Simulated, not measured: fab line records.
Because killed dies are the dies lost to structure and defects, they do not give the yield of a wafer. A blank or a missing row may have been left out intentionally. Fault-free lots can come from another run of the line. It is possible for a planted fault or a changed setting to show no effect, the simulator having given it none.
Struck lot and sound lot, side by side + flow sky130 + 16 out of 708 route steps
Sound: the wafers L631.4, L631.5, L631.6. Wafers L622.4, L622.6 were the ones struck. The cause is given at the end.
For every step that has rows: the tool of each side, followed by ch and its chambers, followed by its first start. Under that, the readings that differ: sound wafers + struck wafers + difference of the means + sigmas: that difference in standard deviations of wafers without a fault.
alike: same words and numbers on both sides, and readings whose means sit less than 2 such deviations apart. not compared: any withheld reading, any reading some wafer has no value for, any bound like >300 that may hide the same value, and any number with overlapping values for which the record gives no deviation.
The two part at a step that has a row with sigmas, a row that says differs or no value, or rows on one side only. When numbers do not overlap yet have no deviation, they are printed without sigmas and do not part them. Lack of a reading on every wafer of one side parts them only where that side has two or more wafers.

first, 3 steps without rows for these wafers: SKY_LI_CONTACT_EXPOSE_09 (exposes mask LICM1, target cd 170 nm); SKY_LI_CONTACT_PEB_10; SKY_LI_CONTACT_DEVELOP_11 (develop time 60 s).
SKY_LI_CONTACT_CD_MEAS_12: target cd 170 nm.
  sound on cdSem-01, day 35 06:29; struck on cdSem-01, day 32 09:13
  alike: cdNm
SKY_LI_CONTACT_OVL_MEAS_13:
  sound on overlay-02, day 35 06:34; struck on overlay-02, day 32 09:18
  alike: LI_CONTACT_OVL
SKY_LI_CONTACT_ETCH_14: etches BARC in N2/H2, stops on SiO2, time 45.9 s, target depth 60 nm.
  sound on rieDiel-04 ch 0,1,2, day 35 06:34; struck on rieDiel-01 ch 3, day 32 09:19
| reading             | sound             | struck      | difference | sigmas |
|---------------------|-------------------|-------------|------------|--------|
| oesProductAu (a.u.) | 0.859 0.863 0.864 | 0.848 0.844 | -0.016     | -3     |
| rfFwdPowerW (W)     | 492.6 491.8 494.3 | 497.1 497.3 | +4.3       | +2     |
  alike: drypumpMotorCurrentA, n2FlowSccm, throttleValvePct
  not compared: rfHoursCounterH
then, 1 step without rows for these wafers: SKY_LI_CONTACT_ETCH_15 (etches PSG in C4F8/O2/Ar, stops on Si, target depth 600 nm).
SKY_LI_CONTACT_STRIP_16: strips in O2/N2.
  sound on plasmaAsher-02 ch 0,1, day 35 06:44; struck on plasmaAsher-04 ch 1, day 32 09:29
  alike: drypumpMotorCurrentA, n2FlowSccm, o2FlowSccm, oesProductAu, stripTimeToEndpointS
  not compared: rfHoursCounterH
then, 2 steps without rows for these wafers: SKY_LI_CONTACT_CLEAN_17 (cleans in NMP, time 600 s); SKY_LI_CONTACT_PRE_CLEAN_18 (time 5.6 s).
SKY_LI_CONTACT_SPUTTER_19: material Ti, target thk 20 nm, time 106.37 s.
  sound on pvdSputter-03, day 35 07:00; struck on pvdSputter-03, day 32 09:44
  alike: throttleValvePct
SKY_LI_CONTACT_SPUTTER_20: material TiN, target thk 20 nm, time 80 s.
  sound on pvdSputter-03, day 35 07:04; struck on pvdSputter-03, day 32 09:49
  alike: throttleValvePct
SKY_LI_CONTACT_CVD_21: deposits W, target thk 400 nm, time 120.56 s.
  sound on cvdW-01 ch 0,1, day 35 07:11; struck on cvdW-01 ch 1, day 32 09:55
| reading                                 | sound             | struck    | difference | sigmas |
|-----------------------------------------|-------------------|-----------|------------|--------|
| model.W_of_LI_CONTACT_CVD_21.thkNm (nm) | 400.7 399.1 395.3 | 421 421.2 | +23        |        |
  alike: heaterPowerOuterW, heaterPowerW
SKY_LI_CONTACT_RS_MEAS_22: the measuring method here is four-point-probe.
  sound on filmMetro-02, day 35 07:19; struck on filmMetro-01, day 32 10:21
| reading                  | sound                | struck        | difference | sigmas |
|--------------------------|----------------------|---------------|------------|--------|
| LI_CONTACT_W_RS (ohm/sq) | 0.2838 0.2848 0.2877 | 0.2706 0.2705 | -0.0149    | -6     |
  not compared: hold
SKY_LI_CONTACT_THK_MEAS_23: measures by xrf.
  sound on filmMetro-02, day 35 07:25; struck on filmMetro-01, day 32 14:23
| reading               | sound       | struck  | difference | sigmas |
|-----------------------|-------------|---------|------------|--------|
| LI_CONTACT_W_THK (nm) | 425 419 416 | 442 443 | +22        | +4     |
  not compared: hold
SKY_LI_CONTACT_CMP_24: polishes, stops on PSG, t overpolish 20 s, target thk 0 nm.
  sound on cmp-01 ch 0,1,3, day 35 07:35; struck on cmp-02 ch 1,3, day 32 18:49
| reading | sound | struck                                          | difference                   | sigmas |
|---------|-------|-------------------------------------------------|------------------------------|--------|
| hold    | - - - | awaitDispo/4.2h/release awaitDispo/4.2h/release | no value on the sound wafers |        |
  alike: motorCurrentA, slurryFilterDpKPa

== WHERE THEY PART ==
Last at SKY_LI_CONTACT_CMP_24 as far as this record goes, first at SKY_LI_CONTACT_ETCH_14.

WHY: what had been put in by the simulator
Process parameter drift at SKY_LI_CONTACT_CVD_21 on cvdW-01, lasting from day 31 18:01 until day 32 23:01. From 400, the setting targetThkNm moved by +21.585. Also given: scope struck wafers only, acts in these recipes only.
